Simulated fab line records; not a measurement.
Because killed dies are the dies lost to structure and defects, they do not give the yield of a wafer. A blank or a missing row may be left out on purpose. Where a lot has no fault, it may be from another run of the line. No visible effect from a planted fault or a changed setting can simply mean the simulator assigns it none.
Which tool was responsible? / flow gf180mcu / 72 wafers from 24 lots sampled at 4 of the route's 602 steps

WHAT EACH GAUGE READ, for each wafer
GF_HV_LDD_OVL_MEAS_08. Usual: HV_LDD_OVL gives -0.3 nm (standard deviation 1.3).
lot=L074; measured=day 9 23:23; on=overlay-01; HV_LDD_OVL (nm)=-0.5 0.7 -0.2; flag=
lot=L075; measured=day 10 07:34; on=overlay-02; HV_LDD_OVL (nm)=0.7 0.5 -1.0; flag=
lot=L076; measured=day 10 15:23; on=overlay-02; HV_LDD_OVL (nm)=0.2 1.4 -1.2; flag=
lot=L077; measured=day 10 21:01; on=overlay-01; HV_LDD_OVL (nm)=-1.1 0.2 -1.4; flag=
lot=L078; measured=day 11 03:22; on=overlay-02; HV_LDD_OVL (nm)=-1.0 -1.2 -3.7; flag=
lot=L079; measured=day 11 11:11; on=overlay-01; HV_LDD_OVL (nm)=-0.7 -1.6 -0.6; flag=
lot=L080; measured=day 11 18:49; on=overlay-02; HV_LDD_OVL (nm)=-1.8 -0.1 -0.6; flag=
lot=L081; measured=day 12 02:32; on=overlay-02; HV_LDD_OVL (nm)=-0.3 0.1 4.4; flag=
lot=L082; measured=day 12 11:29; on=overlay-01; HV_LDD_OVL (nm)=-0.7 -0.9 -0.4; flag=
lot=L083; measured=day 12 18:52; on=overlay-02; HV_LDD_OVL (nm)=-1.5 2.0 -0.2; flag=
lot=L084; measured=day 13 01:53; on=overlay-01; HV_LDD_OVL (nm)=0.3 -1.4 -2.1; flag=
lot=L085; measured=day 13 04:38; on=overlay-01; HV_LDD_OVL (nm)=-1.5 1.0 1.7; flag=
lot=L086; measured=day 13 12:07; on=overlay-01; HV_LDD_OVL (nm)=-0.8 1.1 0.7; flag=
lot=L087; measured=day 14 00:35; on=overlay-01; HV_LDD_OVL (nm)=2.0 0.9 1.9; flag=
lot=L088; measured=day 14 05:53; on=overlay-02; HV_LDD_OVL (nm)=-1.7 -2.8 -1.8; flag=
lot=L089; measured=day 14 15:49; on=overlay-01; HV_LDD_OVL (nm)=0.8 1.0 0.5; flag=
lot=L090; measured=day 14 21:46; on=overlay-01; HV_LDD_OVL (nm)=0.7 -0.5 1.6; flag=
lot=L091; measured=day 15 05:47; on=overlay-01; HV_LDD_OVL (nm)=0.5 1.6 -1.6; flag=
lot=L092; measured=day 15 14:07; on=overlay-01; HV_LDD_OVL (nm)=-0.4 0.1 0.5; flag=
lot=L093; measured=day 15 18:26; on=overlay-02; HV_LDD_OVL (nm)=0.1 -0.6 -2.6; flag=
lot=L094; measured=day 16 02:25; on=overlay-01; HV_LDD_OVL (nm)=1.0 -0.6 -3.0; flag=
lot=L095; measured=day 16 10:56; on=overlay-02; HV_LDD_OVL (nm)=-0.4 -1.5 -1.5; flag=
lot=L096; measured=day 16 17:17; on=overlay-01; HV_LDD_OVL (nm)=-0.7 1.4 -2.0; flag=
lot=L097; measured=day 17 07:07; on=overlay-01; HV_LDD_OVL (nm)=-2.2 -3.1 -0.4; flag=

GF_V1_OVL_MEAS_15. Usual: V1_OVL gives -2 nm (standard deviation 5.3).
lot=L074; measured=day 18 00:20; on=overlay-01; V1_OVL (nm)=5 1 6; flag=
lot=L075; measured=day 18 08:31; on=overlay-02; V1_OVL (nm)=1 2 -2; flag=
lot=L076; measured=day 18 21:08; on=overlay-02; V1_OVL (nm)=-6 -3 -2; flag=
lot=L077; measured=day 19 07:17; on=overlay-01; V1_OVL (nm)=-8 -4 -3; flag=
lot=L078; measured=day 19 14:31; on=overlay-02; V1_OVL (nm)=1 -2 -4; flag=
lot=L079; measured=day 20 01:29; on=overlay-02; V1_OVL (nm)=1 3 4; flag=
lot=L080; measured=day 20 11:55; on=overlay-01; V1_OVL (nm)=-2 1 -6; flag=
lot=L081; measured=day 20 22:58; on=overlay-02; V1_OVL (nm)=-5 -16 -5; flag=
lot=L082; measured=day 21 09:35; on=overlay-02; V1_OVL (nm)=-1 -4 0; flag=
lot=L083; measured=day 21 16:28; on=overlay-02; V1_OVL (nm)=-8 -7 1; flag=
lot=L084; measured=day 21 23:56; on=overlay-01; V1_OVL (nm)=-1 0 -2; flag=
lot=L085; measured=day 22 05:11; on=overlay-01; V1_OVL (nm)=-11 -7 -9; flag=
lot=L086; measured=day 22 13:52; on=overlay-01; V1_OVL (nm)=1 7 7; flag=
lot=L087; measured=day 23 00:44; on=overlay-02; V1_OVL (nm)=0 11 6; flag=
lot=L088; measured=day 23 10:08; on=overlay-01; V1_OVL (nm)=-10 -6 -11; flag=
lot=L089; measured=day 23 20:07; on=overlay-01; V1_OVL (nm)=-2 -6 -2; flag=
lot=L090; measured=day 23 23:35; on=overlay-01; V1_OVL (nm)=-4 -6 -15; flag=
lot=L091; measured=day 24 08:56; on=overlay-01; V1_OVL (nm)=0 -3 0; flag=
lot=L092; measured=day 24 15:37; on=overlay-02; V1_OVL (nm)=-11 0 -8; flag=
lot=L093; measured=day 24 20:44; on=overlay-01; V1_OVL (nm)=10 -2 7; flag=
lot=L094; measured=day 25 06:26; on=overlay-01; V1_OVL (nm)=-3 2 -5; flag=
lot=L095; measured=day 25 14:23; on=overlay-01; V1_OVL (nm)=-6 -3 -2; flag=
lot=L096; measured=day 25 18:53; on=overlay-02; V1_OVL (nm)=4 -1 4; flag=
lot=L097; measured=day 26 07:32; on=overlay-02; V1_OVL (nm)=-10 2 -3; flag=

GF_M3_CD_MEAS_14 targets a cd of 280 nm. Usual: cd nm 280.2 nm, standard deviation 1.4.
lot=L074; measured=day 21 05:46; on=cd sem-01; cd nm (nm)=280.0 279.0 279.0; flag=
lot=L075; measured=day 21 13:43; on=cd sem-01; cd nm (nm)=280.8 281.9 280.8; flag=
lot=L076; measured=day 22 02:13; on=cd sem-02; cd nm (nm)=281.6 282.4 282.5; flag=
lot=L077; measured=day 22 10:43; on=cd sem-01; cd nm (nm)=280.1 280.0 278.9; flag=
lot=L078; measured=day 22 18:51; on=cd sem-02; cd nm (nm)=278.1 278.5 279.6; flag=
lot=L079; measured=day 23 04:31; on=cd sem-01; cd nm (nm)=280.0 279.1 279.6; flag=
lot=L080; measured=day 23 13:52; on=cd sem-01; cd nm (nm)=280.9 281.8 282.1; flag=
lot=L081; measured=day 24 00:19; on=cd sem-02; cd nm (nm)=281.1 280.2 281.7; flag=
lot=L082; measured=day 24 11:12; on=cd sem-01; cd nm (nm)=281.5 280.7 281.5; flag=
lot=L083; measured=day 24 17:22; on=cd sem-02; cd nm (nm)=282.4 281.4 281.3; flag=
lot=L084; measured=day 25 00:10; on=cd sem-01; cd nm (nm)=280.1 280.1 280.8; flag=
lot=L085; measured=day 25 04:44; on=cd sem-02; cd nm (nm)=279.5 278.1 278.5; flag=
lot=L086; measured=day 25 13:01; on=cd sem-02; cd nm (nm)=281.3 280.7 282.0; flag=
lot=L087; measured=day 25 23:36; on=cd sem-02; cd nm (nm)=281.0 279.3 280.7; flag=
lot=L088; measured=day 26 07:52; on=cd sem-01; cd nm (nm)=278.1 277.6 277.7; flag=
lot=L089; measured=day 26 16:12; on=cd sem-02; cd nm (nm)=279.7 279.1 280.1; flag=
lot=L090; measured=day 26 19:07; on=cd sem-01; cd nm (nm)=281.2 280.5 278.9; flag=
lot=L091; measured=day 27 04:38; on=cd sem-02; cd nm (nm)=280.4 280.4 279.1; flag=
lot=L092; measured=day 27 11:44; on=cd sem-02; cd nm (nm)=279.1 278.1 278.8; flag=
lot=L093; measured=day 27 15:17; on=cd sem-02; cd nm (nm)=282.1 282.0 280.9; flag=
lot=L094; measured=day 28 00:47; on=cd sem-01; cd nm (nm)=280.4 279.6 280.8; flag=
lot=L095; measured=day 28 07:42; on=cd sem-01; cd nm (nm)=282.1 280.7 282.7; flag=
lot=L096; measured=day 28 11:41; on=cd sem-02; cd nm (nm)=280.0 279.9 279.6; flag=
lot=L097; measured=day 28 22:17; on=cd sem-01; cd nm (nm)=278.8 279.6 278.6; flag=

WHAT TOOL EACH LOT RAN ON (gives the tool, then ch and the chambers of the sampled wafers, and finally the start)
lot=L074; GF_V2_CVD_23=cvd w-02 ch 0,1, day 20 05:30
lot=L075; GF_V2_CVD_23=cvd w-02 ch 0,1, day 20 13:01
lot=L076; GF_V2_CVD_23=cvd w-01 ch 0,1, day 21 01:43
lot=L077; GF_V2_CVD_23=cvd w-02 ch 0,1, day 21 10:56
lot=L078; GF_V2_CVD_23=cvd w-01 ch 0,1, day 21 18:49
lot=L079; GF_V2_CVD_23=cvd w-01 ch 0,1, day 22 05:16
lot=L080; GF_V2_CVD_23=cvd w-02 ch 0,1, day 22 14:28
lot=L081; GF_V2_CVD_23=cvd w-02 ch 0,1, day 23 01:04
lot=L082; GF_V2_CVD_23=cvd w-02 ch 0,1, day 23 11:57
lot=L083; GF_V2_CVD_23=cvd w-02 ch 0,1, day 23 18:34
lot=L084; GF_V2_CVD_23=cvd w-02 ch 0,1, day 24 01:24
lot=L085; GF_V2_CVD_23=cvd w-02 ch 0,1, day 24 06:03
lot=L086; GF_V2_CVD_23=cvd w-01 ch 0,1, day 24 15:07
lot=L087; GF_V2_CVD_23=cvd w-01 ch 0,1, day 25 01:32
lot=L088; GF_V2_CVD_23=cvd w-02 ch 0,1, day 25 10:23
lot=L089; GF_V2_CVD_23=cvd w-02 ch 0,1, day 25 18:52
lot=L090; GF_V2_CVD_23=cvd w-02 ch 0,1, day 25 21:55
lot=L091; GF_V2_CVD_23=cvd w-01 ch 0,1, day 26 07:51
lot=L092; GF_V2_CVD_23=cvd w-01 ch 0,1, day 26 14:43
lot=L093; GF_V2_CVD_23=cvd w-02 ch 0,1, day 26 18:56
lot=L094; GF_V2_CVD_23=cvd w-02 ch 0,1, day 27 03:46
lot=L095; GF_V2_CVD_23=cvd w-01 ch 1, day 27 11:01
lot=L096; GF_V2_CVD_23=cvd w-01 ch 0,1, day 27 15:44
lot=L097; GF_V2_CVD_23=cvd w-02 ch 0,1, day 28 02:43
- GF_V2_CVD_23: deposits W, target thk 350 nm, time 104.94 s.

AS READ BY THE TOOLS THEMSELVES (means over the sampled wafers that have a number; for cases with no such wafer, the mark the record gives instead)
GF_V2_CVD_23. Usual: heater power w 810 W, standard deviation 96.
lot=L074; tool=cvd w-02; heater power w (W)=805; flag=
lot=L075; tool=cvd w-02; heater power w (W)=857; flag=
lot=L076; tool=cvd w-01; heater power w (W)=816; flag=
lot=L077; tool=cvd w-02; heater power w (W)=799; flag=
lot=L078; tool=cvd w-01; heater power w (W)=761; flag=
lot=L079; tool=cvd w-01; heater power w (W)=808; flag=
lot=L080; tool=cvd w-02; heater power w (W)=802; flag=
lot=L081; tool=cvd w-02; heater power w (W)=853; flag=
lot=L082; tool=cvd w-02; heater power w (W)=855; flag=
lot=L083; tool=cvd w-02; heater power w (W)=802; flag=
lot=L084; tool=cvd w-02; heater power w (W)=849; flag=
lot=L085; tool=cvd w-02; heater power w (W)=800; flag=
lot=L086; tool=cvd w-01; heater power w (W)=801; flag=
lot=L087; tool=cvd w-01; heater power w (W)=824; flag=
lot=L088; tool=cvd w-02; heater power w (W)=848; flag=
lot=L089; tool=cvd w-02; heater power w (W)=866; flag=
lot=L090; tool=cvd w-02; heater power w (W)=855; flag=
lot=L091; tool=cvd w-01; heater power w (W)=820; flag=
lot=L092; tool=cvd w-01; heater power w (W)=814; flag=
lot=L093; tool=cvd w-02; heater power w (W)=811; flag=
lot=L094; tool=cvd w-02; heater power w (W)=854; flag=
lot=L095; tool=cvd w-01; heater power w (W)=875; flag=
lot=L096; tool=cvd w-01; heater power w (W)=813; flag=
lot=L097; tool=cvd w-02; heater power w (W)=855; flag=

THE ANSWER, worked out from the rows above alone
Rule: a lot counts as off when the mean over its wafers that have a number is more than 3 standard deviations away from the usual mean. A lot without any number at a reading at which 4 lots or more have one is off too. The other lots that the step has rows for count as sound. After the gauges, taken in route order, come the tools' own readings; for these a lot's mean is taken, as printed above. At the first step where some lot is off, the reading lying furthest off is the one used; lots without a number count as furthest.
Across all readings shown, no lot is off: no conclusion can be drawn from this.

WHAT THE SIMULATOR PUT IN
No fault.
